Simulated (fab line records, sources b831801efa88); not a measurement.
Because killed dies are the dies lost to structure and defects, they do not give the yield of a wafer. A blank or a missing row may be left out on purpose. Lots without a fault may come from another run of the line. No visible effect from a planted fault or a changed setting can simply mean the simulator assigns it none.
Which tool is to blame?    flow sky130    6 lots with 18 wafers sampled at 2 steps, on a route of 708 steps

== WHAT THE GAUGES READ, wafer by wafer ==
SKY_VIA2_THK_MEAS_01.
lot   measured      on             VIA2_HDPCVD_THK (nm)
L406  day 37 06:59  film-metro-02  1179 1189 1189
L408  day 38 12:31  film-metro-02  1177 1185 1164
L413  day 39 17:17  film-metro-03  1184 1185 1194
L415  day 40 13:37  film-metro-03  1184 1186 1185
L425  day 42 23:47  film-metro-02  1202 1208 1192
L427  day 43 10:02  film-metro-03  1192 1175 1165

== WHAT TOOL EACH LOT RAN ON (gives the tool, then ch and the chambers of the sampled wafers, and finally the start) ==
lot   SKY_METAL2_METAL_ETCH_19
L406  rie-metal-04 ch 0,1, day 37 06:11
L408  rie-metal-04 ch 1, day 38 11:41
L413  rie-metal-03 ch 0,1, day 39 16:21
L415  rie-metal-03 ch 0, day 40 12:41
L425  rie-metal-03 ch 0,1, day 42 22:54
L427  rie-metal-03 ch 0,1, day 43 09:14
- SKY_METAL2_METAL_ETCH_19: etches the open film in Cl2/BCl3, stops on SiO2, target depth 360 nm, time 78 s.

== THE ANSWER, worked out from the rows above alone ==
Rule: the lots themselves supply what counts as usual. Put in order of their means at a reading, lots are off if they are a third of the lots or fewer, leave a main group of 4 or more, and stand apart from it by a gap of 3 or more times the standard deviation of the main group's means; of several such gaps the widest counts. If all means in a main group match to the digits the tables above print for the reading, that group is not used. A lot without any number at a reading at which 4 lots or more have one is off too. Where the step has rows for the other lots, those lots are counted as sound.
No lot is off on any of the readings shown, so nothing can be concluded from this.

== WHAT THE SIMULATOR HAD PUT IN ==
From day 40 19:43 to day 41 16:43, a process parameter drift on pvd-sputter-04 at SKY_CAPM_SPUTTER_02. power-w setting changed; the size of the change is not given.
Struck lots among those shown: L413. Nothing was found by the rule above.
